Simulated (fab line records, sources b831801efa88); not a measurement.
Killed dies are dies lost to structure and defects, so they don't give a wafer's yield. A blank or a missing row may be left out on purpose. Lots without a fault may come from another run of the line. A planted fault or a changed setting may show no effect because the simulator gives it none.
fab line records | flow sky130
record lots=14 wafers=41 last_day=50
route steps=708 shown VIA1@460 VIA2@510
lots that met no fault: from a run of the same line without faults
start_h: hours from the record's first day to the start of the lot's first wafer shown | wait_h: hours since the lot's step before | " the same as in the row above | L1.1+2: a row that stands for several wafers | - no value, or no start given | * or withheld: withheld | < > ~ a bound
route shown NAME@n: a module of which the file shows steps, and the number in the route of the first | usual: mean/standard deviation of fault-free wafers | same: alike in all rows | chamber/n: place in a boat | sites: the reading at each site | _std_site: their standard deviation | _edge_site: outer sites' mean less inner sites' | radius_mm: how far each site lies from the wafer's centre | mask NAME#n: copy n | behind: the tool/chamber that last shaped the wafer | hold: why the lot was held/for how many hours/how that ended | device: the transistor (n, p or np) that didn't switch | end of line: the same wafers' tests at the end of the route | a step without rows: its recipe alone | killed: dies lost to structure and defects at the first sort, not the wafer's yield | map: a wafer's dies, x killed, . not, _ none there
set.NAME: the setting as run; set.NAME@STEP: as run at that earlier step | model.NAME: the simulator's own value behind a step, which no gauge read
steps of the route over a sample of lots; a table a step, a row a wafer
services: from which hour (start_h, from the record's first day; less than 0 if before it) a tool's chamber was out of use, for how many hours, and why
## steps
# step SKY_VIA1_CMP_02
# recipe material=SiO2 down_force_psi=4 platen_rpm=60 pad_velocity_m_s=0.94248
# usual motor_current_A=11.9/1.2
# columns lot.wafer tool chamber start_h wait_h motor_current_A
L886.1 cmp-01 2 761.69 0.1 10.7
L886.6 " 2 " " 10.7
L886.5 " 3 " " 11.3
L887.3 cmp-01 0 770.78 0.0 13.5
L887.2 " 1 " " 11.3
L887.4 " 2 " " 10.7
L888.4 cmp-01 3 783.87 0.0 11.4
L888.3 " 0 " " 13.6
L888.6 " 0 " " 12.7
L891.3 cmp-01 3 799.81 0.0 11.2
L891.1 " 0 " " 13.6
L891.5 " 0 " " 13.9
L890.1 cmp-01 1 800.99 0.1 11.2
L890.3 " 3 " " 11.2
L890.6 " 1 " " 10.8
L889.1 cmp-01 1 801.32 0.1 11.6
L889.4 " 0 " " 13.7
L889.6 " 2 " " 10.4
L893.1 cmp-02 2 823.44 0.1 11.4
L893.4 " 3 " " 11.0
L893.2 " 0 " " 11.1
L897.1 cmp-01 2 850.09 0.2 11.1
L897.5 " 3 " " 11.1
L897.6 " 0 " " 13.5
L901.2 cmp-02 1 875.49 0.0 13.4
L901.1 " 2 " " 11.3
L901.3 " 0 " " 11.4
L903.3 cmp-02 2 896.13 0.0 11.4
L903.5 " 2 " " 11.4
L905.4 cmp-01 3 909.37 0.0 10.9
L905.2 " 2 " " 10.2
L905.6 " 0 " " 13.3
L906.2 cmp-02 0 910.75 0.0 10.8
L906.3 " 3 " " 10.7
L906.5 " 0 " " 11.8
L907.3 cmp-02 3 912.40 0.2 10.5
L907.1 " 0 " " 10.8
L907.4 " 1 " " 13.9
L908.3 cmp-02 2 919.99 0.1 11.5
L908.1 " 3 " " 11.2
L908.5 " 1 " " 14.1
# step SKY_VIA1_BOW_MEAS_03
# recipe mode=bow
# usual VIA1_BOW=80/7.2
# columns lot.wafer tool chamber start_h wait_h VIA1_BOW[um]
L886.1 film_metro-04 - 761.99 0.2 73
L886.5 " - " " 92
L886.6 " - " " 90
L887.2 film_metro-04 - 771.10 0.2 88
L887.3 " - " " 79
L887.4 " - " " 82
L888.3 film_metro-03 - 784.21 0.2 73
L888.4 " - " " 71
L888.6 " - " " 78
L891.1 film_metro-03 - 800.11 0.2 80
L891.3 " - " " 78
L891.5 " - " " 89
L890.1 film_metro-03 - 801.29 0.2 82
L890.3 " - " " 89
L890.6 " - " " 66
L889.1 film_metro-03 - 801.62 0.2 79
L889.4 " - " " 75
L889.6 " - " " 82
L893.1 film_metro-04 - 823.69 0.2 98
L893.2 " - " " 82
L893.4 " - " " 84
L897.1 film_metro-04 - 850.24 0.1 82
L897.5 " - " " 80
L897.6 " - " " 77
L901.1 film_metro-02 - 875.79 0.2 76
L901.2 " - " " 82
L901.3 " - " " 74
L903.3 film_metro-02 - 896.47 0.3 77
L903.5 " - " " 67
L905.2 film_metro-03 - 909.69 0.1 71
L905.4 " - " " 86
L905.6 " - " " 75
L906.2 film_metro-02 - 911.07 0.3 95
L906.3 " - " " 74
L906.5 " - " " 89
L907.1 film_metro-02 - 912.70 0.2 83
L907.3 " - " " 85
L907.4 " - " " 90
L908.1 film_metro-02 - 920.19 0.1 79
L908.3 " - " " 77
L908.5 " - " " 86
# step SKY_VIA2_BOW_MEAS_03
# recipe mode=bow
# usual VIA2_BOW=86/7.6
# columns lot.wafer tool chamber start_h wait_h VIA2_BOW[um]
L886.1 film_metro-01 - 818.69 0.2 77
L886.5 " - " " 95
L886.6 " - " " 94
L887.2 film_metro-01 - 826.69 0.2 93
L887.3 " - " " 83
L887.4 " - " " 85
L888.3 film_metro-02 - 838.67 0.2 80
L888.4 " - " " 80
L888.6 " - " " 86
L891.1 film_metro-04 - 856.61 0.1 88
L891.3 " - " " 88
L891.5 " - " " 100
L890.1 film_metro-01 - 856.90 0.1 86
L890.3 " - " " 94
L890.6 " - " " 70
L889.1 film_metro-04 - 857.76 0.1 83
L889.4 " - " " 78
L889.6 " - " " 86
L893.1 film_metro-01 - 881.45 0.1 105
L893.2 " - " " 88
L893.4 " - " " 89
L897.1 film_metro-02 - 904.44 0.2 92
L897.5 " - " " 91
L897.6 " - " " 87
L901.1 film_metro-04 - 929.14 0.2 82
L901.2 " - " " 87
L901.3 " - " " 80
L903.3 film_metro-04 - 948.27 0.2 82
L903.5 " - " " 71
L905.2 film_metro-02 - 962.46 0.2 76
L905.4 " - " " 90
L905.6 " - " " 81
L906.2 film_metro-04 - 963.69 0.2 99
L906.3 " - " " 78
L906.5 " - " " 96
L907.1 film_metro-01 - 964.73 0.2 89
L907.3 " - " " 90
L907.4 " - " " 96
L908.1 film_metro-04 - 971.91 0.1 82
L908.3 " - " " 80
L908.5 " - " " 89
# step SKY_VIA2_ETCH_14
# recipe chemistry=N2/H2 target=BARC ion_energy_ev=200 source_w=500 bias_w=100 pressure_mtorr=30 n2_flow_sccm=100 h2_flow_sccm=200 stop_on=SiO2 time_s=45.9 target_depth_a=600
# usual drypump_motor_current_A=5.8/0.54 h2_flow_sccm=200.1/0.56 oes_product_au=0.856/0.0048 run_length_s=74.2/0.39 throttle_valve_pct=13.224/0.0084
# columns lot.wafer tool chamber start_h wait_h drypump_motor_current_A h2_flow_sccm oes_product_au rf_hours_counter_h run_length_s throttle_valve_pct
L886.1 rie_diel-03 2 845.73 0.0 6.3 199.7 0.856 14 74.4 13.219
L886.5 " 2 " " 6.3 199.8 0.852 - 73.8 13.226
L886.6 " 3 " " 6.0 200.1 0.857 - 73.7 13.219
L887.2 rie_diel-04 3 853.18 0.0 4.7 200.6 0.860 10 74.0 13.219
L887.3 " 2 " " 6.3 199.8 0.862 13 73.7 13.231
L887.4 " 0 " " 5.7 199.8 0.857 4 73.6 13.229
L888.3 rie_diel-03 1 864.56 0.0 6.2 199.9 0.859 9 74.0 13.229
L888.4 " 3 " " 5.9 198.7 0.862 7 73.7 13.220
L888.6 " 0 " " 5.3 199.8 0.856 - 74.7 13.237
L891.1 rie_diel-03 2 882.18 0.0 6.4 200.0 0.853 15 74.1 13.213
L891.3 " 3 " " 5.9 200.2 0.856 7 73.7 13.235
L891.5 " 1 " " 6.1 200.4 0.862 - 74.0 13.227
L890.1 rie_diel-04 3 882.59 0.0 4.8 199.0 0.851 11 74.2 13.226
L890.3 " 0 " " 5.7 200.2 0.848 5 73.9 13.211
L890.6 " 1 " " 6.3 200.2 0.856 - 73.8 13.234
L889.1 rie_diel-02 3 883.13 0.0 5.6 200.4 0.854 21 74.6 13.220
L889.4 " 0 " " 6.3 198.6 0.871 10 74.0 13.225
L889.6 " 2 " " 5.1 200.8 0.858 - 74.4 13.221
L893.1 rie_diel-02 2 906.71 0.0 5.1 199.6 0.856 8 74.5 13.222
L893.2 " 1 " " 5.2 200.1 0.857 2 74.1 13.220
L893.4 " 0 " " 6.3 201.1 0.853 10 74.1 13.232
L897.1 rie_diel-04 0 929.34 0.0 5.7 199.7 0.851 6 73.4 13.225
L897.5 " 3 " " 4.8 198.8 0.851 - 74.3 13.215
L897.6 " 0 " " 5.7 200.1 0.850 - 73.4 13.233
L901.1 rie_diel-03 0 954.18 0.0 5.3 200.0 0.857 25 74.7 13.218
L901.2 " 3 " " 5.9 199.8 0.849 10 74.0 13.212
L901.3 " 2 " " 6.4 200.5 0.984 17 68.1 13.237
L903.3 rie_diel-03 0 972.39 0.0 5.3 199.4 0.970 26 69.1 13.248
L903.5 " 2 " " 6.4 200.9 0.860 - 74.2 13.230
L905.2 rie_diel-02 1 986.09 0.0 5.2 200.3 0.856 4 73.9 13.237
L905.4 " 0 " " 6.3 199.9 0.855 13 74.3 13.225
L905.6 " 3 " " 5.6 200.3 0.853 - 74.7 13.215
L906.2 rie_diel-02 2 987.56 0.0 5.2 199.0 0.858 10 74.5 13.224
L906.3 " 3 " " 5.7 200.3 0.862 24 74.4 13.237
L906.5 " 0 " " 6.3 199.9 0.857 - 74.5 13.226
L907.1 rie_diel-04 1 987.99 0.0 6.4 200.5 0.857 18 74.2 13.211
L907.3 " 0 " " 5.7 199.5 0.855 9 73.9 13.242
L907.4 " 3 " " 4.7 200.2 0.852 14 74.4 13.228
L908.1 rie_diel-04 2 995.48 0.0 6.3 200.6 0.855 18 74.0 13.224
L908.3 " 1 " " 6.4 199.7 0.858 19 74.2 13.213
L908.5 " 0 " " 5.7 199.3 0.850 - 73.6 13.224
# step SKY_VIA2_STRIP_16
# recipe chemistry=O2/N2 power_w=1400 pressure_mtorr=1500 platen_temp_c=withheld o2_flow_sccm=3000 n2_flow_sccm=300 overash_fraction=0.5
# usual drypump_motor_current_A=5.3/0.5 oes_product_au=0.399/0.0048 strip_time_to_endpoint_s=4.059/0.025
# columns lot.wafer tool chamber start_h wait_h drypump_motor_current_A oes_product_au rf_hours_counter_h strip_time_to_endpoint_s
L886.1 plasma_asher-03 0 845.84 0.0 6.1 0.400 76 4.078
L886.5 " 1 " " 5.0 0.399 - 4.093
L886.6 " 0 " " 6.1 0.391 - 4.069
L887.2 plasma_asher-03 0 853.29 0.0 6.1 0.400 77 4.019
L887.3 " 0 " " 6.1 0.394 - 4.051
L887.4 " 1 " " 5.0 0.395 - 4.033
L888.3 plasma_asher-02 0 864.70 0.1 4.8 0.396 - 4.065
L888.4 " 1 " " 4.8 0.398 - 4.095
L888.6 " 1 " " 4.9 0.392 - 4.041
L891.1 plasma_asher-04 1 882.29 0.0 5.3 0.403 46 4.106
L891.3 " 1 " " 5.3 0.398 - 4.064
L891.5 " 1 " " 5.3 0.402 - 4.052
L890.1 plasma_asher-02 0 882.70 0.0 4.9 0.406 101 4.028
L890.3 " 0 " " 4.8 0.409 - 4.048
L890.6 " 1 " " 4.8 0.407 - 4.032
L889.1 plasma_asher-03 1 883.24 0.0 5.0 0.395 79 4.069
L889.4 " 0 " " 6.2 0.400 - 4.082
L889.6 " 0 " " 6.1 0.401 - 4.076
L893.1 plasma_asher-02 1 906.82 0.0 4.8 0.400 103 4.043
L893.2 " 0 " " 4.8 0.394 103 4.049
L893.4 " 1 " " 4.9 0.402 - 4.080
L897.1 plasma_asher-03 1 929.45 0.0 4.9 0.404 84 4.048
L897.5 " 1 " " 5.0 0.395 - 4.006
L897.6 " 0 " " 6.1 0.395 - 4.042
L901.1 plasma_asher-02 0 954.29 0.0 4.8 0.397 108 4.067
L901.2 " 1 " " 4.9 0.401 108 4.099
L901.3 " 1 " " 4.8 0.399 - 4.144
L903.3 plasma_asher-04 1 972.53 0.1 5.3 0.408 - 4.125
L903.5 " 1 " " 5.3 0.405 - 4.086
L905.2 plasma_asher-03 1 986.20 0.0 4.9 0.391 90 4.049
L905.4 " 1 " " 5.0 0.403 - 4.092
L905.6 " 1 " " 4.9 0.395 - 4.043
L906.2 plasma_asher-02 1 987.67 0.0 4.8 0.402 112 4.074
L906.3 " 1 " " 4.8 0.401 - 4.040
L906.5 " 1 " " 4.8 0.403 - 4.050
L907.1 plasma_asher-04 0 988.10 0.0 5.4 0.399 56 4.024
L907.3 " 1 " " 5.3 0.402 - 4.043
L907.4 " 0 " " 5.4 0.400 - 4.026
L908.1 plasma_asher-02 0 995.59 0.0 4.8 0.403 112 4.044
L908.3 " 1 " " 4.8 0.405 - 4.047
L908.5 " 0 " " 4.8 0.395 - 4.032
## services
# columns tool chamber start_h hours kind
cmp-02 - 744.24 4.0 pm
cmp-02 - 748.24 - consumable_replace:conditioner
rie_diel-04 - 758.72 1.2 repair
rie_diel-04 2 765.25 5.3 repair
rie_diel-04 - 775.12 0.5 repair
plasma_asher-04 - 791.74 1.2 repair
plasma_asher-02 - 809.08 1.4 repair
cmp-02 - 831.55 1.7 repair
rie_diel-02 - 840.04 3.4 repair
cmp-02 - 847.95 4.2 pm
cmp-01 - 850.42 2.6 repair
rie_diel-02 - 862.09 0.6 repair
rie_diel-03 1 873.78 6.6 repair
rie_diel-04 2 882.00 5.9 repair
plasma_asher-04 - 889.64 0.5 repair
cmp-01 - 907.23 0.8 repair
rie_diel-02 1 908.29 15.2 repair
cmp-01 - 912.00 4.0 pm
cmp-01 - 916.00 - consumable_replace:conditioner
cmp-01 - 916.00 - consumable_replace:pad
rie_diel-03 1 970.18 14.6 repair
rie_diel-04 3 976.97 8.4 repair
cmp-02 - 987.43 0.3 repair
cmp-01 - 989.73 1.1 repair
## key
first_sign step=SKY_VIA2_ETCH_14 reading=oes_product_au direction=up sigmas=25 usual=0.856 struck=0.977
effect step=SKY_VIA2_ETCH_14 reading=run_length_s direction=down sigmas=14 usual=* struck=*
effect step=SKY_VIA2_STRIP_16 reading=strip_time_to_endpoint_s direction=up sigmas=3.1 usual=* struck=*
met_at SKY_VIA2_ETCH_14
struck_lots L901,L903
struck_wafers L901.3,L903.3
sort_left_out L901.3,L903.3
not_acting_at SKY_VIA1_CMP_02,SKY_VIA1_BOW_MEAS_03,SKY_VIA2_BOW_MEAS_03
onset_between 882.18 954.18
fault kind=process_parameter_drift tool=rie_diel-03 chamber=- onset_h=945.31 steps=SKY_VIA2_ETCH_14 channel=time_s offset=* shape=step end_h=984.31 scope=struck_wafers_only acts_in=* stated=*
# sort_left_out: the simulated sort isn't trusted on such a fault, so these wafers' sort isn't shown, and their yield isn't known
